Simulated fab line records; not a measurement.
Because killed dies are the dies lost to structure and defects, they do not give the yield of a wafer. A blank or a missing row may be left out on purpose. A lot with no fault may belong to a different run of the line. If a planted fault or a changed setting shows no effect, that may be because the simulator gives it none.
A lot that was struck, set against a sound lot | flow sky130 | 14 out of 708 route steps
Sound: wafers L417.1, L417.4, L417.5. Wafers struck: L407.3, L407.5, L407.6. The cause comes at the end.
At each step with rows: each side's tool, then ch and its chambers, then its first start. Under that, the readings that differ: sound wafers | struck wafers | difference of the means | sigmas: that difference in standard deviations of wafers without a fault.
alike: readings with means less than 2 such deviations apart, plus words and numbers identical on both sides. not compared: withheld readings, readings lacking a value on some wafer, bounds such as >300 that could conceal the same value, and numbers that have no deviation in the record and whose values overlap.
A row with sigmas, a row that says differs or no value, or rows on one side alone: a step with any of these is where the two part. Non-overlapping numbers with no deviation appear without sigmas and do not part them. A reading that every wafer of one side lacks parts them only if that side has two wafers or more.

SKY_METAL3_SPUTTER_04: material TiN, target thk 70 nm, time 58.3 s.
  sound on pvd_sputter-04, day 41 19:55; struck on pvd_sputter-03, day 38 21:37
  alike: chamber_pressure_pa, throttle_valve_pct
SKY_CAPM_CVD_00: deposits SiO2, target thk 15.5 nm.
  sound on pecvd-03 ch 0,1,2, day 41 19:58; struck on pecvd-04 ch 0,1, day 38 21:40
  alike: heater_power_w, susceptor_temp_C
SKY_CAPM_THK_MEAS_01:
  sound on film_metro-04, day 41 19:59; struck on film_metro-02, day 38 21:43
  alike: CAPM_CVD_00_THK
SKY_CAPM_SPUTTER_02: material TiN, target thk 200 nm, time 166.7 s.
  sound on pvd_sputter-02, day 41 20:03; struck on pvd_sputter-04, day 38 21:45
  alike: chamber_pressure_pa, susceptor_temp_C, throttle_valve_pct
SKY_CAPM_RS_MEAS_03: measurement is done with a four-point probe.
  sound on film_metro-02, day 41 20:10; struck on film_metro-04, day 38 21:54
  reading              | sound          | struck         | difference | sigmas
  CAPM_TIN_RS (ohm/sq) | 7.01 7.01 7.01 | 6.79 6.85 6.86 | -0.18      | -3
SKY_CAPM_THK_MEAS_04: measures by xrf.
  sound on film_metro-02, day 41 20:17; struck on film_metro-04, day 38 22:00
  reading           | sound             | struck            | difference | sigmas
  CAPM_TIN_THK (nm) | 195.9 195.8 196.4 | 201.3 200.8 199.2 | +4.4       | +2
then, 6 steps without rows for these wafers: SKY_CAPM_DEHYDRATE_05 (time 60 s); SKY_CAPM_HMDS_06 (prime time 60 s); SKY_CAPM_COAT_07 (resist thk 1140 nm); SKY_CAPM_SOFTBAKE_08 (time 60 s); SKY_CAPM_EXPOSE_09 (exposes mask CAPM, target cd 1000 nm); SKY_CAPM_PEB_10.
SKY_CAPM_DEVELOP_11: develop time 60 s.
  struck on litho_track-02, day 39 22:40; sound on litho_track-02 ch 0, day 42 19:47
  no value came back on the struck wafers for chill_plate_temp_C (C), develop_time_s (s); on the sound wafers chill_plate_temp_C (C) reads 22.98 22.91 22.88
SKY_CAPM_OVL_MEAS_12:
  sound on overlay-01, day 42 19:56; struck on overlay-02, day 39 22:47
  reading       | sound        | struck | difference                    | sigmas
  CAPM_OVL (nm) | 0.8 -0.3 0.7 | - - -  | no value on the struck wafers |

## WHERE THEY PART
Earliest at SKY_CAPM_RS_MEAS_03; latest, in this record, at SKY_CAPM_OVL_MEAS_12.

WHY: the cause the simulator had injected
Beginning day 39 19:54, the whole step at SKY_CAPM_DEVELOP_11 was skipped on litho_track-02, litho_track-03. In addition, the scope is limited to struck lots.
